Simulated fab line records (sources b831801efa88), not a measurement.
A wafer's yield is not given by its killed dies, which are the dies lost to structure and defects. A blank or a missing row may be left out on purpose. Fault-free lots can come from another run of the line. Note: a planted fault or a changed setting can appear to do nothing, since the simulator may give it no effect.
Which tool did it? :: flow gf180mcu :: 45 wafers from 15 lots sampled at 3 of the route's 602 steps

== WHAT THE GAUGES READ, wafer by wafer ==
GF_V2_THK_MEAS_25: measures by xrf.
lot: L511
measured: day 20 09:04
on: film-metro-02
V2_W_THK (nm): 352 350 353

lot: L513
measured: day 21 01:05
on: film-metro-01
V2_W_THK (nm): 345 347 348

lot: L514
measured: day 21 11:10
on: film-metro-01
V2_W_THK (nm): 348 342 343

lot: L515
measured: day 22 02:22
on: film-metro-01
V2_W_THK (nm): 350 348 347

lot: L520
measured: day 23 16:34
on: film-metro-02
V2_W_THK (nm): 358 355 355

lot: L521
measured: day 24 03:45
on: film-metro-02
V2_W_THK (nm): 349 352 349

lot: L522
measured: day 24 09:08
on: film-metro-01
V2_W_THK (nm): 352 350 352

lot: L524
measured: day 24 20:58
on: film-metro-02
V2_W_THK (nm): 359 362 354

lot: L526
measured: day 25 15:45
on: film-metro-03
V2_W_THK (nm): 342 344 349

lot: L528
measured: day 26 11:08
on: film-metro-03
V2_W_THK (nm): 351 354 352

lot: L529
measured: day 26 11:44
on: film-metro-03
V2_W_THK (nm): 357 357 354

lot: L530
measured: day 26 16:46
on: film-metro-02
V2_W_THK (nm): 353 358 354

lot: L531
measured: day 27 03:05
on: film-metro-02
V2_W_THK (nm): 341 344 345

lot: L532
measured: day 27 12:20
on: film-metro-03
V2_W_THK (nm): 351 351 353

lot: L533
measured: day 27 18:34
on: film-metro-02
V2_W_THK (nm): 358 359 360

GF_M3_CD_MEAS_14: the cd target is 280 nm.
lot: L511
measured: day 21 09:43
on: cd-sem-02
cd-nm (nm): 279.6 278.2 279.6

lot: L513
measured: day 22 01:03
on: cd-sem-02
cd-nm (nm): 279.7 279.7 280.6

lot: L514
measured: day 22 11:29
on: cd-sem-01
cd-nm (nm): 277.5 277.9 279.2

lot: L515
measured: day 23 01:31
on: cd-sem-02
cd-nm (nm): 279.6 278.6 279.2

lot: L520
measured: day 24 14:48
on: cd-sem-02
cd-nm (nm): 280.5 280.8 281.1

lot: L521
measured: day 25 01:49
on: cd-sem-01
cd-nm (nm): 280.1 279.1 280.0

lot: L522
measured: day 25 06:51
on: cd-sem-01
cd-nm (nm): 280.0 280.9 279.7

lot: L524
measured: day 25 19:07
on: cd-sem-02
cd-nm (nm): 277.7 279.6 279.8

lot: L526
measured: day 26 13:02
on: cd-sem-02
cd-nm (nm): 281.0 279.6 277.9

lot: L528
measured: day 27 08:13
on: cd-sem-01
cd-nm (nm): 281.3 281.1 280.7

lot: L529
measured: day 27 08:55
on: cd-sem-01
cd-nm (nm): 281.0 279.3 280.9

lot: L530
measured: day 27 13:25
on: cd-sem-01
cd-nm (nm): 283.0 283.2 282.1

lot: L531
measured: day 27 23:58
on: cd-sem-02
cd-nm (nm): 281.4 281.8 280.5

lot: L532
measured: day 28 08:37
on: cd-sem-02
cd-nm (nm): 283.2 281.7 282.6

lot: L533
measured: day 28 13:48
on: cd-sem-02
cd-nm (nm): 282.0 281.8 281.6

GF_V3_BOW_MEAS_05.
lot: L511
measured: day 21 11:05
on: film-metro-04
V3_BOW (um): 105 124 108

lot: L513
measured: day 22 02:32
on: film-metro-04
V3_BOW (um): 128 112 121

lot: L514
measured: day 22 12:58
on: film-metro-04
V3_BOW (um): 113 123 120

lot: L515
measured: day 23 02:53
on: film-metro-01
V3_BOW (um): 111 116 114

lot: L520
measured: day 24 16:12
on: film-metro-01
V3_BOW (um): 116 117 125

lot: L521
measured: day 25 03:11
on: film-metro-02
V3_BOW (um): 113 118 120

lot: L522
measured: day 25 08:13
on: film-metro-04
V3_BOW (um): 113 111 109

lot: L524
measured: day 25 20:31
on: film-metro-04
V3_BOW (um): 126 123 123

lot: L526
measured: day 26 14:49
on: film-metro-04
V3_BOW (um): 111 135 112

lot: L528
measured: day 27 09:37
on: film-metro-01
V3_BOW (um): 110 100 109

lot: L529
measured: day 27 10:24
on: film-metro-01
V3_BOW (um): 112 123 116

lot: L530
measured: day 27 14:47
on: film-metro-04
V3_BOW (um): 107 100 111

lot: L531
measured: day 28 01:27
on: film-metro-04
V3_BOW (um): 118 124 124

lot: L532
measured: day 28 09:59
on: film-metro-01
V3_BOW (um): 107 112 112

lot: L533
measured: day 28 15:10
on: film-metro-04
V3_BOW (um): 126 122 115

== WHAT TOOL EACH LOT RAN ON (gives the tool, then ch and the chambers of the sampled wafers, and finally the start) ==
Record: no process step prior to these readings.

== WHAT THE TOOLS THEMSELVES READ (means of the sampled wafers that have a number; where no wafer has one, the mark that the record gives instead) ==
The record holds no such reading with a usual standard deviation.

== THE ANSWER, worked out from the rows above alone ==
Rule: the lots themselves supply what counts as usual. The widest of any qualifying gaps counts: lots, ordered by their means at a reading, are off when they make up no more than a third of the lots, leave a main group of 4 or more, and stand apart from it by 3 or more times the standard deviation of that group's means. A main group is skipped when, at the precision printed for the reading in the tables above, its means are all equal. Also off: a lot with no number at a reading for which 4 or more lots have one. Any other lot the step has rows for is counted as sound. After the gauges, taken in route order, come the tools' own readings; for these a lot's mean is taken, as printed above. At the first step where some lot is off, the reading lying furthest off is the one used; lots without a number count as furthest.
No lot is off at any reading shown: from this, nothing can be told.

== WHAT WAS PUT IN BY THE SIMULATOR ==
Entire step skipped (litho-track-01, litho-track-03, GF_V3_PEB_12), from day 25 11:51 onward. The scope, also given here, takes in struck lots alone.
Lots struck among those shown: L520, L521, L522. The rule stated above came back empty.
